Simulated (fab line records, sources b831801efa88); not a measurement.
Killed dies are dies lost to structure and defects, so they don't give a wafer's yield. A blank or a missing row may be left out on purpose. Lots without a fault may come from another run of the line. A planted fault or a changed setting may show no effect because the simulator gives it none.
fab line records | flow sky130
record lots=13 wafers=39 last_day=50
route steps=708 shown LDD_P@262 LDD_HVN@276 LDD_HVP@288 LDD_LDN@301 PAD_OPEN@708
lots that met no fault: from a run of the same line without faults
start_h: hours from the record's first day to the start of the lot's first wafer shown | wait_h: hours since the lot's step before | " the same as in the row above | L1.1+2: a row that stands for several wafers | - no value, or no start given | * or withheld: withheld | < > ~ a bound
route shown NAME@n: a module of which the file shows steps, and the number in the route of the first | usual: mean/standard deviation of fault-free wafers | same: alike in all rows | chamber/n: place in a boat | sites: the reading at each site | _std_site: their standard deviation | _edge_site: outer sites' mean less inner sites' | radius_mm: how far each site lies from the wafer's centre | mask NAME#n: copy n | behind: the tool/chamber that last shaped the wafer | hold: why the lot was held/for how many hours/how that ended | device: the transistor (n, p or np) that didn't switch | end of line: the same wafers' tests at the end of the route | a step without rows: its recipe alone | killed: dies lost to structure and defects at the first sort, not the wafer's yield | map: a wafer's dies, x killed, . not, _ none there
set.NAME: the setting as run; set.NAME@STEP: as run at that earlier step | model.NAME: the simulator's own value behind a step, which no gauge read
steps of the route over a sample of lots; a table a step, a row a wafer
services: from which hour (start_h, from the record's first day; less than 0 if before it) a tool's chamber was out of use, for how many hours, and why
## steps
# step SKY_LDD_P_CD_MEAS_07
# recipe target_cd_nm=380
# usual cd_nm=378.9/2.6
# columns lot.wafer tool chamber start_h wait_h cd_nm
L662.2 cd_sem-02 - 444.58 0.1 385.2
L662.3 " - " " 383.1
L662.6 " - " " 383.2
L661.1 cd_sem-01 - 444.86 0.1 375.5
L661.2 " - " " 376.6
L661.5 " - " " 375.6
L663.1 cd_sem-01 - 464.72 0.1 379.3
L663.2 " - " " 379.1
L663.6 " - " " 379.9
L665.2 cd_sem-01 - 471.81 0.1 380.3
L665.4 " - " " 380.8
L665.5 " - " " 379.5
L668.2 cd_sem-01 - 497.71 0.1 376.0
L668.4 " - " " 374.6
L668.5 " - " " 372.5
L669.3 cd_sem-01 - 509.10 0.1 377.9
L669.4 " - " " 379.5
L669.6 " - " " 379.5
L675.1 cd_sem-02 - 566.99 0.1 378.3
L675.3 " - " " 374.9
L675.5 " - " " 376.7
L676.1 cd_sem-01 - 568.51 0.1 377.0
L676.4 " - " " 379.9
L676.6 " - " " 378.5
L680.1 cd_sem-02 - 592.36 0.1 376.6
L680.4 " - " " 380.0
L680.5 " - " " 376.1
L681.3 cd_sem-01 - 602.10 0.1 380.0
L681.5 " - " " 384.1
L681.6 " - " " 382.4
L682.3 cd_sem-02 - 605.70 0.1 378.7
L682.4 " - " " 382.2
L682.5 " - " " 380.2
L683.1 cd_sem-01 - 610.49 0.1 376.7
L683.3 " - " " 378.0
L683.4 " - " " 377.9
L684.1 cd_sem-01 - 622.46 0.1 379.8
L684.2 " - " " 380.6
L684.3 " - " " 380.7
# step SKY_LDD_HVN_STRIP_09
# recipe chemistry=O2/N2 power_w=1400 pressure_mtorr=1500 platen_temp_c=withheld o2_flow_sccm=3000 n2_flow_sccm=300 overash_fraction=0.5
# usual chamber_pressure_mTorr=1500.2/1.5 drypump_motor_current_A=5.9/0.3 oes_product_au=0.409/0.0046 strip_time_to_endpoint_s=4.135/0.013
# columns lot.wafer tool chamber start_h wait_h chamber_pressure_mTorr drypump_motor_current_A oes_product_au rf_hours_counter_h strip_time_to_endpoint_s
L662.2 plasma_asher-01 1 475.60 0.1 1501.6 5.7 0.407 5 4.140
L662.3 " 0 " " 1500.0 5.7 0.407 - 4.143
L662.6 " 0 " " 1501.7 5.7 0.405 - 4.134
L661.1 plasma_asher-03 1 475.80 0.1 1498.0 5.9 0.402 33 4.103
L661.2 " 0 " " 1502.3 6.2 0.410 33 4.139
L661.5 " 0 " " 1498.2 6.2 0.411 - 4.127
L663.1 plasma_asher-02 1 496.05 0.1 1499.0 5.5 0.400 77 4.124
L663.2 " 0 " " 1500.8 6.4 0.407 77 4.128
L663.6 " 1 " " 1499.5 5.5 0.403 - 4.133
L665.2 plasma_asher-03 1 502.57 0.1 1498.0 6.0 0.414 36 4.133
L665.4 " 1 " " 1499.4 6.0 0.413 - 4.115
L665.5 " 0 " " 1500.7 6.2 0.411 - 4.130
L668.2 plasma_asher-03 1 528.22 0.1 1501.3 6.0 0.415 37 4.134
L668.4 " 1 " " 1499.8 6.0 0.403 - 4.128
L668.5 " 1 " " 1498.0 5.9 0.409 - 4.124
L669.3 plasma_asher-01 0 539.56 0.1 1499.3 5.7 0.410 - 4.123
L669.4 " 1 " " 1497.9 5.8 0.407 - 4.128
L669.6 " 0 " " 1497.6 5.7 0.401 - 4.116
L675.1 plasma_asher-01 0 596.85 0.1 1497.3 5.7 0.413 17 4.133
L675.3 " 1 " " 1499.2 5.8 0.410 - 4.135
L675.5 " 0 " " 1499.6 5.7 0.405 - 4.139
L676.1 plasma_asher-03 1 598.45 0.1 1499.8 6.0 0.416 45 4.136
L676.4 " 0 " " 1499.4 6.2 0.407 - 4.136
L676.6 " 1 " " 1500.2 6.0 0.406 - 4.126
L680.1 plasma_asher-03 0 622.10 0.1 1500.8 6.2 0.402 47 4.130
L680.4 " 1 " " 1502.2 6.0 0.413 - 4.129
L680.5 " 1 " " 1500.9 5.9 0.403 - 4.126
L681.3 plasma_asher-03 0 632.04 0.1 1497.9 6.1 0.404 - 4.119
L681.5 " 1 " " 1498.0 6.0 0.403 - 4.117
L681.6 " 0 " " 1500.5 6.1 0.404 - 4.135
L682.3 plasma_asher-02 0 635.41 0.1 1501.3 6.3 0.406 - 4.156
L682.4 " 1 " " 1500.7 5.5 0.406 - 4.134
L682.5 " 0 " " 1500.2 6.4 0.418 - 4.155
L683.1 plasma_asher-03 1 639.80 0.1 1502.8 5.9 0.405 49 4.151
L683.3 " 0 " " 1503.3 6.1 0.407 - 4.154
L683.4 " 1 " " 1501.4 5.9 0.413 - 4.161
L684.1 plasma_asher-01 0 652.40 0.1 1500.4 5.7 0.402 22 4.156
L684.2 " 1 " " 1501.1 5.8 0.413 22 4.130
L684.3 " 1 " " 1500.2 5.7 0.405 - 4.150
# step SKY_LDD_HVP_TW_MEAS_10
# usual LDD_HVP_TW=459/6.6
# columns lot.wafer tool chamber start_h wait_h LDD_HVP_TW
L662.2 film_metro-01 - 506.48 0.1 463
L662.3 " - " " 466
L662.6 " - " " 463
L661.1 film_metro-04 - 506.78 0.1 454
L661.2 " - " " 454
L661.5 " - " " 453
L663.1 film_metro-01 - 526.55 0.1 467
L663.2 " - " " 465
L663.6 " - " " 464
L665.2 film_metro-01 - 532.63 0.1 467
L665.4 " - " " 467
L665.5 " - " " 466
L668.2 film_metro-03 - 558.46 0.1 454
L668.4 " - " " 454
L668.5 " - " " 458
L669.3 film_metro-01 - 569.22 0.1 465
L669.4 " - " " 466
L669.6 " - " " 467
L675.1 film_metro-04 - 626.15 0.1 455
L675.3 " - " " 454
L675.5 " - " " 452
L676.1 film_metro-04 - 628.50 0.1 453
L676.4 " - " " 453
L676.6 " - " " 451
L680.1 film_metro-04 - 651.35 0.1 450
L680.4 " - " " 450
L680.5 " - " " 451
L681.3 film_metro-01 - 660.74 0.1 466
L681.5 " - " " 465
L681.6 " - " " 465
L682.3 film_metro-01 - 664.14 0.1 467
L682.4 " - " " 467
L682.5 " - " " 464
L683.1 film_metro-01 - 668.20 0.1 467
L683.3 " - " " 468
L683.4 " - " " 469
L684.1 film_metro-01 - 681.05 0.1 466
L684.2 " - " " 463
L684.3 " - " " 466
# step SKY_LDD_LDN_STRIP_12
# recipe chemistry=O2/N2 power_w=1400 pressure_mtorr=1500 platen_temp_c=withheld o2_flow_sccm=3000 n2_flow_sccm=300 overash_fraction=0.5
# usual chamber_pressure_mTorr=1500.1/1.2 drypump_motor_current_A=6.01/0.25 oes_product_au=0.715/0.0046 strip_time_to_endpoint_s=14.18/0.035
# columns lot.wafer tool chamber start_h wait_h chamber_pressure_mTorr drypump_motor_current_A oes_product_au rf_hours_counter_h strip_time_to_endpoint_s
L662.2 plasma_asher-04 0 537.30 0.1 1501.6 6.07 0.717 72 14.14
L662.3 " 0 " " 1500.5 6.08 0.714 - 14.15
L662.6 " 0 " " 1499.7 6.05 0.715 - 14.21
L661.1 plasma_asher-02 0 538.10 0.1 1500.1 6.37 0.715 81 14.15
L661.2 " 1 " " 1502.6 5.52 0.712 81 14.18
L661.5 " 1 " " 1499.6 5.53 0.716 - 14.13
L663.1 plasma_asher-04 0 556.25 0.1 1500.6 6.07 0.717 74 14.22
L663.2 " 1 " " 1499.7 5.98 0.714 74 14.21
L663.6 " 0 " " 1502.6 6.08 0.711 - 14.21
L665.2 plasma_asher-02 0 562.30 0.1 1501.7 6.36 0.710 84 14.23
L665.4 " 0 " " 1501.7 6.37 0.722 - 14.24
L665.5 " 0 " " 1499.8 6.36 0.712 - 14.25
L668.2 plasma_asher-04 0 588.55 0.1 1500.7 6.06 0.714 77 14.24
L668.4 " 1 " " 1501.3 5.99 0.717 - 14.26
L668.5 " 1 " " 1497.9 5.99 0.714 - 14.23
L669.3 plasma_asher-03 0 599.28 0.1 1500.1 6.16 0.704 - 14.11
L669.4 " 1 " " 1499.4 5.94 0.720 - 14.11
L669.6 " 0 " " 1501.1 6.15 0.720 - 14.13
L675.1 plasma_asher-02 0 655.25 0.1 - - - - -
L675.3 " 1 " " - - - - -
L675.5 " 1 " " - - - - -
L676.1 plasma_asher-04 0 657.35 0.1 - - - - -
L676.4 " 0 " " - - - - -
L676.6 " 1 " " - - - - -
L680.1 plasma_asher-04 1 679.90 0.1 1500.5 6.01 0.718 86 14.17
L680.4 " 0 " " 1500.7 6.08 0.718 - 14.17
L680.5 " 0 " " 1497.3 6.05 0.718 - 14.21
L681.3 plasma_asher-03 1 689.93 0.1 1498.0 5.97 0.715 - 14.17
L681.5 " 1 " " 1500.3 5.93 0.710 - 14.09
L681.6 " 0 " " 1500.6 6.15 0.708 - 14.19
L682.3 plasma_asher-04 1 693.49 0.1 1498.0 6.00 0.707 - 14.18
L682.4 " 0 " " 1500.1 6.07 0.718 - 14.18
L682.5 " 1 " " 1501.8 6.01 0.719 - 14.19
L683.1 plasma_asher-04 0 696.85 0.1 1501.0 6.08 0.719 87 14.20
L683.3 " 1 " " 1498.8 6.01 0.713 - 14.17
L683.4 " 0 " " 1498.4 6.05 0.718 - 14.18
L684.1 plasma_asher-02 1 710.60 0.1 1502.8 5.53 0.716 97 14.19
L684.2 " 0 " " 1499.8 6.35 0.710 97 14.22
L684.3 " 1 " " 1499.9 5.53 0.719 - 14.26
# step SKY_PAD_OPEN_PROBE_99
# usual killed_at_M0_to_M3=43/7.6 killed_at_M4_up=2.8/1.9 killed_at_contacts=24/4.7 killed_at_front_end=16/4.4 killed_at_other=0.2/0.4 killed_dies=86/9.9 killed_on_rim=17/3.9 killed_open=47/8.2 killed_short=39/6.3
# same gross_dies=492 killed_at_back_side=0
# columns lot.wafer tool chamber start_h wait_h killed_at_M0_to_M3 killed_at_M4_up killed_at_contacts killed_at_front_end killed_at_other killed_dies killed_on_rim killed_open killed_short
L662.2 prober-01 - 1083.83 0.1 35 1 24 9 0 69 8 44 25
L662.3 prober-01 - 1083.88 0.2 49 1 26 12 0 88 20 56 32
L662.6 prober-01 - 1084.03 0.2 39 1 21 14 0 75 18 43 32
L661.1 prober-02 - 1084.48 0.1 43 0 28 12 0 83 19 41 42
L661.2 prober-02 - 1084.53 0.1 41 3 26 17 1 88 22 44 44
L661.5 prober-02 - 1084.68 0.2 30 3 28 17 0 78 16 38 40
L663.1 prober-02 - 1096.64 0.1 52 3 26 16 1 98 22 61 37
L663.2 prober-02 - 1096.69 0.1 49 4 23 12 0 88 15 41 47
L663.6 prober-02 - 1096.89 0.2 59 0 23 18 0 100 18 56 44
L665.2 prober-01 - 1100.00 0.1 45 3 24 11 0 83 16 44 39
L665.4 prober-01 - 1100.10 0.2 37 4 30 17 0 88 15 42 46
L665.5 prober-01 - 1100.15 0.2 34 1 27 12 0 74 11 36 38
L668.2 prober-01 - 1118.40 0.1 53 4 27 30 0 114 17 68 46
L668.4 prober-01 - 1118.50 0.2 39 7 22 21 1 90 18 46 44
L668.5 prober-01 - 1118.55 0.2 42 1 22 32 0 97 23 56 41
L669.3 prober-01 - 1125.33 0.2 50 4 25 17 0 96 22 61 35
L669.4 prober-01 - 1125.38 0.2 38 1 20 12 1 72 14 42 30
L669.6 prober-01 - 1125.48 0.2 46 3 30 20 0 99 18 58 41
L675.1 prober-01 - 1162.88 0.1 35 3 27 427 0 492 96 44 39
L675.3 prober-01 - 1162.98 0.2 46 2 21 423 0 492 96 46 44
L675.5 prober-01 - 1163.08 0.2 53 4 17 418 0 492 96 46 46
L676.1 prober-02 - 1164.16 0.1 41 2 22 427 0 492 96 38 38
L676.4 prober-02 - 1164.31 0.2 38 1 20 433 0 492 96 34 36
L676.6 prober-02 - 1164.41 0.2 49 8 20 415 0 492 96 57 40
L680.1 prober-02 - 1179.30 0.1 47 0 19 22 0 88 11 55 33
L680.4 prober-02 - 1179.45 0.2 49 0 29 15 0 93 17 55 38
L680.5 prober-02 - 1179.50 0.2 29 3 26 18 0 76 6 40 36
L681.3 prober-01 - 1181.76 0.2 41 1 17 18 0 77 14 44 33
L681.5 prober-01 - 1181.86 0.2 38 3 22 16 0 79 18 33 46
L681.6 prober-01 - 1181.91 0.2 27 3 20 17 0 67 16 46 21
L682.3 prober-02 - 1183.09 0.2 48 5 17 9 0 79 16 47 32
L682.4 prober-02 - 1183.14 0.2 42 2 27 12 1 84 18 41 43
L682.5 prober-02 - 1183.19 0.2 53 3 36 10 0 102 22 56 46
L683.1 prober-01 - 1189.34 0.1 40 2 23 11 0 76 18 41 35
L683.3 prober-01 - 1189.44 0.2 35 1 28 14 0 78 13 51 27
L683.4 prober-01 - 1189.49 0.2 34 3 26 11 1 75 18 34 41
L684.1 prober-02 - 1197.03 0.1 37 1 24 19 0 81 6 43 38
L684.2 prober-02 - 1197.08 0.1 46 1 28 14 0 89 18 47 42
L684.3 prober-02 - 1197.13 0.2 38 0 25 15 0 78 18 41 37
# killed by level:class
L662.2 CONTACT:geometric_particle:open=12 VIA1:geometric_particle:open=10 VIA2:geometric_particle:open=6 POLY_GATE:geometric_particle:open=5 METAL1:geometric_particle:short=5 CONTACT:geometric_particle:short=5 METAL3:geometric_particle:short=3 LI_CONTACT:geometric_particle:short=3
L662.3 LI_CONTACT:geometric_particle:open=12 VIA1:geometric_particle:open=12 VIA3:geometric_particle:open=12 VIA1:geometric_particle:short=6 VIA2:geometric_particle:open=6 CONTACT:geometric_particle:short=5 FIELD_ISO:geometric_particle:open=3 FIELD_ISO:geometric_particle:short=3
L662.6 CONTACT:geometric_particle:open=10 VIA1:geometric_particle:open=9 LI_CONTACT:geometric_particle:open=6 VIA2:geometric_particle:open=6 METAL2:geometric_particle:short=5 FIELD_ISO:geometric_particle:open=4 VIA3:geometric_particle:open=4 METAL1:geometric_particle:short=4
L661.1 VIA1:geometric_particle:open=10 METAL1:geometric_particle:short=9 CONTACT:geometric_particle:open=7 LOCAL_INTERCONNECT:geometric_particle:short=6 VIA2:geometric_particle:open=6 FIELD_ISO:geometric_particle:short=5 CONTACT:geometric_particle:short=5 VIA1:geometric_particle:short=5
L661.2 VIA1:geometric_particle:open=12 CONTACT:geometric_particle:open=10 VIA1:geometric_particle:short=9 LI_CONTACT:geometric_particle:open=6 FIELD_ISO:geometric_particle:open=5 CONTACT:geometric_particle:short=4 METAL1:geometric_particle:short=4 METAL2:geometric_particle:short=4
L661.5 LI_CONTACT:geometric_particle:open=9 LOCAL_INTERCONNECT:geometric_particle:short=7 FIELD_ISO:geometric_particle:short=6 LI_CONTACT:geometric_particle:short=6 VIA2:geometric_particle:open=6 CONTACT:geometric_particle:open=5 VIA3:geometric_particle:short=5 POLY_GATE:geometric_particle:open=4
L663.1 LI_CONTACT:geometric_particle:open=11 VIA3:geometric_particle:open=10 VIA1:geometric_particle:open=9 CONTACT:geometric_particle:open=7 VIA2:geometric_particle:open=7 VIA3:geometric_particle:short=6 SPACER:geometric_particle:open=5 CONTACT:geometric_particle:short=5
L663.2 VIA1:geometric_particle:open=12 VIA3:geometric_particle:open=7 VIA2:geometric_particle:short=7 CONTACT:geometric_particle:open=6 LI_CONTACT:geometric_particle:open=6 VIA1:geometric_particle:short=6 LI_CONTACT:geometric_particle:short=5 VIA2:geometric_particle:open=5
L663.6 VIA1:geometric_particle:open=11 VIA3:geometric_particle:open=11 CONTACT:geometric_particle:open=9 VIA2:geometric_particle:open=8 VIA1:geometric_particle:short=7 CONTACT:geometric_particle:short=6 METAL1:geometric_particle:short=6 POLY_GATE:geometric_particle:open=5
L665.2 METAL2:geometric_particle:short=10 LI_CONTACT:geometric_particle:open=9 CONTACT:geometric_particle:open=8 VIA1:geometric_particle:open=8 METAL1:geometric_particle:short=7 VIA2:geometric_particle:short=6 POLY_GATE:geometric_particle:open=5 METAL1:geometric_particle:open=4
L665.4 CONTACT:geometric_particle:open=9 LI_CONTACT:geometric_particle:open=8 LOCAL_INTERCONNECT:geometric_particle:short=7 CONTACT:geometric_particle:short=6 VIA1:geometric_particle:open=6 METAL2:geometric_particle:short=6 FIELD_ISO:geometric_particle:short=5 METAL1:geometric_particle:short=5
L665.5 CONTACT:geometric_particle:open=7 LOCAL_INTERCONNECT:geometric_particle:short=6 LI_CONTACT:geometric_particle:open=6 VIA2:geometric_particle:open=5 POLY_GATE:geometric_particle:open=4 CONTACT:geometric_particle:short=4 METAL1:geometric_particle:short=4 VIA1:geometric_particle:short=4
L668.2 CONTACT:geometric_particle:open=16 VIA1:geometric_particle:open=11 POLY_GATE:geometric_particle:open=9 METAL2:geometric_particle:short=9 POLY_GATE:geometric_particle:short=8 VIA3:geometric_particle:open=7 FIELD_ISO:geometric_particle:short=6 VIA1:geometric_particle:short=6
L668.4 VIA1:geometric_particle:open=9 POLY_GATE:geometric_particle:short=7 CONTACT:geometric_particle:open=6 VIA3:geometric_particle:open=6 LOCAL_INTERCONNECT:geometric_particle:short=5 VIA1:geometric_particle:short=5 VIA2:geometric_particle:open=5 POLY_GATE:geometric_particle:open=4
L668.5 POLY_GATE:geometric_particle:open=11 POLY_GATE:geometric_particle:short=8 CONTACT:geometric_particle:open=8 METAL1:geometric_particle:short=8 LI_CONTACT:geometric_particle:open=7 VIA2:geometric_particle:open=7 FIELD_ISO:geometric_particle:open=6 VIA1:geometric_particle:open=6
L669.3 VIA1:geometric_particle:open=16 CONTACT:geometric_particle:open=9 VIA3:geometric_particle:open=8 LI_CONTACT:geometric_particle:open=7 VIA2:geometric_particle:open=7 METAL2:geometric_particle:short=6 FIELD_ISO:geometric_particle:open=5 LOCAL_INTERCONNECT:geometric_particle:short=4
L669.4 VIA3:geometric_particle:open=9 LI_CONTACT:geometric_particle:open=6 CONTACT:geometric_particle:open=6 VIA2:geometric_particle:open=6 FIELD_ISO:geometric_particle:short=5 VIA1:geometric_particle:open=5 CONTACT:geometric_particle:short=4 METAL1:geometric_particle:short=4
L669.6 CONTACT:geometric_particle:open=15 VIA3:geometric_particle:open=11 VIA1:geometric_particle:open=9 POLY_GATE:geometric_particle:open=7 METAL2:geometric_particle:short=7 VIA2:geometric_particle:open=7 VIA3:geometric_particle:short=6 LI_CONTACT:geometric_particle:short=5
L675.1 SPACER:area_cvd=409 CONTACT:geometric_particle:open=9 LI_CONTACT:geometric_particle:open=7 METAL2:geometric_particle:short=7 FIELD_ISO:geometric_particle:short=6 VIA2:geometric_particle:open=6 LOCAL_INTERCONNECT:geometric_particle:open=5 METAL1:geometric_particle:short=5
L675.3 SPACER:area_cvd=402 VIA1:geometric_particle:open=11 CONTACT:geometric_particle:open=8 VIA2:geometric_particle:open=6 VIA3:geometric_particle:open=6 FIELD_ISO:geometric_particle:open=5 POLY_GATE:geometric_particle:short=5 METAL1:geometric_particle:short=5
L675.5 SPACER:area_cvd=400 VIA1:geometric_particle:open=12 METAL2:geometric_particle:short=10 FIELD_ISO:geometric_particle:open=7 VIA2:geometric_particle:open=7 METAL1:geometric_particle:short=7 VIA3:geometric_particle:open=6 LI_CONTACT:geometric_particle:open=5
L676.1 SPACER:area_cvd=416 VIA1:geometric_particle:open=10 CONTACT:geometric_particle:open=9 VIA2:geometric_particle:open=8 VIA2:geometric_particle:short=6 LOCAL_INTERCONNECT:geometric_particle:short=5 VIA3:geometric_particle:short=5 LI_CONTACT:geometric_particle:open=4
L676.4 SPACER:area_cvd=422 VIA1:geometric_particle:open=9 VIA3:geometric_particle:open=6 CONTACT:geometric_particle:short=6 METAL1:geometric_particle:short=6 CONTACT:geometric_particle:open=5 VIA1:geometric_particle:short=5 LI_CONTACT:geometric_particle:short=4
L676.6 SPACER:area_cvd=395 VIA1:geometric_particle:open=16 VIA3:geometric_particle:open=10 CONTACT:geometric_particle:open=8 CONTACT:geometric_particle:short=7 METAL4:geometric_particle:short=7 FIELD_ISO:geometric_particle:short=6 VIA2:geometric_particle:open=6
L680.1 VIA1:geometric_particle:open=15 CONTACT:geometric_particle:open=8 FIELD_ISO:geometric_particle:short=6 POLY_GATE:geometric_particle:open=6 VIA2:geometric_particle:open=6 VIA3:geometric_particle:open=6 LI_CONTACT:geometric_particle:open=5 FIELD_ISO:geometric_particle:open=4
L680.4 CONTACT:geometric_particle:open=16 VIA2:geometric_particle:open=13 VIA1:geometric_particle:open=11 POLY_GATE:geometric_particle:short=7 METAL2:geometric_particle:short=6 CONTACT:geometric_particle:short=5 METAL1:geometric_particle:short=5 VIA3:geometric_particle:open=5
L680.5 CONTACT:geometric_particle:open=8 LI_CONTACT:geometric_particle:open=7 CONTACT:geometric_particle:short=7 METAL2:geometric_particle:short=6 FIELD_ISO:geometric_particle:open=5 VIA1:geometric_particle:open=5 VIA2:geometric_particle:open=5 POLY_GATE:geometric_particle:open=4
L681.3 VIA3:geometric_particle:open=9 VIA1:geometric_particle:short=8 VIA1:geometric_particle:open=8 CONTACT:geometric_particle:open=7 FIELD_ISO:geometric_particle:short=5 FIELD_ISO:geometric_particle:open=5 POLY_GATE:geometric_particle:short=5 LOCAL_INTERCONNECT:geometric_particle:open=5
L681.5 CONTACT:geometric_particle:open=9 METAL2:geometric_particle:short=8 VIA1:geometric_particle:open=7 VIA3:geometric_particle:open=6 POLY_GATE:geometric_particle:short=6 VIA2:geometric_particle:short=6 FIELD_ISO:geometric_particle:short=4 LOCAL_INTERCONNECT:geometric_particle:short=4
L681.6 CONTACT:geometric_particle:open=8 FIELD_ISO:geometric_particle:open=7 VIA1:geometric_particle:open=7 LI_CONTACT:geometric_particle:open=5 POLY_GATE:geometric_particle:open=5 METAL1:geometric_particle:short=5 VIA3:geometric_particle:open=4 METAL4:geometric_particle:open=3
L682.3 VIA1:geometric_particle:open=13 VIA3:geometric_particle:open=9 LI_CONTACT:geometric_particle:open=8 METAL2:geometric_particle:short=6 CONTACT:geometric_particle:open=5 METAL3:geometric_particle:short=5 VIA2:geometric_particle:short=4 METAL4:geometric_particle:short=4
L682.4 VIA1:geometric_particle:open=9 VIA3:geometric_particle:open=8 LOCAL_INTERCONNECT:geometric_particle:short=7 CONTACT:geometric_particle:open=7 METAL1:geometric_particle:short=6 CONTACT:geometric_particle:short=5 FIELD_ISO:geometric_particle:short=4 LI_CONTACT:geometric_particle:open=4
L682.5 VIA1:geometric_particle:open=14 CONTACT:geometric_particle:open=14 VIA3:geometric_particle:open=9 LI_CONTACT:geometric_particle:short=6 LI_CONTACT:geometric_particle:open=6 VIA1:geometric_particle:short=6 CONTACT:geometric_particle:short=5 METAL1:geometric_particle:short=5
L683.1 METAL1:geometric_particle:short=8 CONTACT:geometric_particle:open=7 LI_CONTACT:geometric_particle:open=6 VIA1:geometric_particle:open=6 VIA2:geometric_particle:open=6 VIA3:geometric_particle:open=6 LOCAL_INTERCONNECT:geometric_particle:short=5 METAL3:geometric_particle:short=4
L683.3 LI_CONTACT:geometric_particle:open=10 CONTACT:geometric_particle:open=9 VIA3:geometric_particle:open=7 VIA1:geometric_particle:open=5 FIELD_ISO:geometric_particle:short=4 FIELD_ISO:geometric_particle:open=4 CONTACT:geometric_particle:short=4 METAL1:geometric_particle:short=4
L683.4 CONTACT:geometric_particle:open=10 VIA2:geometric_particle:open=7 METAL2:geometric_particle:short=7 FIELD_ISO:geometric_particle:short=6 METAL1:geometric_particle:short=6 LI_CONTACT:geometric_particle:open=5 CONTACT:geometric_particle:short=5 VIA1:geometric_particle:open=5
L684.1 CONTACT:geometric_particle:open=9 METAL1:geometric_particle:short=8 FIELD_ISO:geometric_particle:open=5 CONTACT:geometric_particle:short=5 LI_CONTACT:geometric_particle:open=5 VIA1:geometric_particle:open=5 METAL3:geometric_particle:short=5 FIELD_ISO:geometric_particle:short=4
L684.2 VIA1:geometric_particle:open=10 CONTACT:geometric_particle:open=9 VIA2:geometric_particle:open=8 VIA3:geometric_particle:open=7 METAL1:geometric_particle:short=6 CONTACT:geometric_particle:short=6 LI_CONTACT:geometric_particle:short=5 POLY_GATE:geometric_particle:short=4
L684.3 CONTACT:geometric_particle:open=10 METAL2:geometric_particle:short=7 VIA3:geometric_particle:open=7 LOCAL_INTERCONNECT:geometric_particle:short=6 VIA2:geometric_particle:open=6 VIA1:geometric_particle:open=5 FIELD_ISO:geometric_particle:open=4 CONTACT:geometric_particle:short=4
## services
# columns tool chamber start_h hours kind
plasma_asher-03 - 503.02 2.1 repair
plasma_asher-03 - 504.32 9.4 repair
plasma_asher-02 - 510.84 2.8 pm
plasma_asher-01 - 527.99 2.6 repair
plasma_asher-03 - 571.29 1.4 repair
plasma_asher-04 - 579.72 8.7 repair
plasma_asher-04 - 633.38 4.5 repair
plasma_asher-02 - 639.77 2.2 repair
plasma_asher-01 - 645.14 2.8 pm
plasma_asher-02 - 673.65 13.0 repair
plasma_asher-04 - 683.46 4.0 pm
plasma_asher-01 - 700.02 7.3 repair
## key
first_sign step=SKY_LDD_LDN_STRIP_12 reading=tool_record direction=missing
effect step=SKY_PAD_OPEN_PROBE_99 reading=killed_at_front_end direction=up sigmas=93 usual=16 struck=424
more_kills_born_at SKY_SPACER_CVD_00@lpcvd-02=2444
met_at SKY_LDD_LDN_STRIP_12
struck_lots L675,L676
later_rows_left_out L675.1,L675.3,L675.5,L676.1,L676.4,L676.6
tester_left_out L675,L676
not_acting_at SKY_LDD_P_CD_MEAS_07,SKY_LDD_HVN_STRIP_09,SKY_LDD_HVP_TW_MEAS_10
onset_between 588.55 655.25
fault kind=skipped_step_whole tool=plasma_asher-02,plasma_asher-04 chamber=- onset_h=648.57 steps=SKY_LDD_LDN_STRIP_12 scope=struck_lots_only
# tester_left_out: of these lots the tester's yield and bins aren't shown, on N5 and GAA mostly nor the transistor test; their killed dies are dies lost to structure and defects alone, not to doping, threshold or leakage, so they don't give the yield
# later_rows_left_out: the simulator's readings of these wafers behind a module that went badly wrong aren't trusted and aren't shown, but for the sort
